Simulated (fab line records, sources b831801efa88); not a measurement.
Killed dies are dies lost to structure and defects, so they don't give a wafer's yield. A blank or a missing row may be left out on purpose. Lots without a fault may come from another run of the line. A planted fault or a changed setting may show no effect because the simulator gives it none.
Which tool did it? | flow gf180mcu | 6 lots, 18 wafers sampled, at 3 steps of a route of 602

WHAT THE GAUGES READ, wafer by wafer
GF_TOP_METAL_THK_MEAS_06: measures by xrf.
lot  | measured     | on            | TOP_METAL_ALCU_THK (nm)
L955 | day 28 07:04 | film_metro-02 | 875 872 871
L957 | day 28 17:02 | film_metro-02 | 926 928 910
L959 | day 29 08:41 | film_metro-02 | 884 878 877
L962 | day 29 23:38 | film_metro-04 | 909 907 891
L964 | day 30 13:19 | film_metro-04 | 896 905 887
L970 | day 32 07:04 | film_metro-03 | 897 894 904

WHICH TOOL RAN EACH LOT (tool, then ch and the chambers of the sampled wafers, then the start)
lot  | GF_M1_STRIP_17                       | GF_TOP_METAL_SPUTTER_02
L955 | plasma_asher-02 ch 0,1, day 18 07:28 | pvd_sputter-01, day 28 06:52
L957 | plasma_asher-04 ch 0,1, day 18 19:51 | pvd_sputter-03, day 28 16:49
L959 | plasma_asher-03 ch 0,1, day 19 12:25 | pvd_sputter-01, day 29 08:28
L962 | plasma_asher-03 ch 0,1, day 20 09:54 | pvd_sputter-03, day 29 23:25
L964 | plasma_asher-03 ch 0,1, day 21 02:46 | pvd_sputter-02, day 30 13:07
L970 | plasma_asher-03 ch 0,1, day 23 07:32 | pvd_sputter-01, day 32 06:52
- GF_M1_STRIP_17: strips in O2/N2.
- GF_TOP_METAL_SPUTTER_02: material AlCu, target thk 900 nm, time 47.82 s.

THE ANSWER, worked out from the rows above alone
Rule: what is usual is taken from the lots themselves. Put in order of their means at a reading, lots are off if they are a third of the lots or fewer, leave a main group of 4 or more, and stand apart from it by a gap of 3 or more times the standard deviation of the main group's means; of several such gaps the widest counts. A main group whose means are all the same, to the digits that the tables above print for the reading, isn't used. A lot without any number at a reading at which 4 lots or more have one is off too. The other lots that the step has rows for count as sound.
No lot is off at any reading shown: from this, nothing can be told.

WHAT THE SIMULATOR HAD PUT IN
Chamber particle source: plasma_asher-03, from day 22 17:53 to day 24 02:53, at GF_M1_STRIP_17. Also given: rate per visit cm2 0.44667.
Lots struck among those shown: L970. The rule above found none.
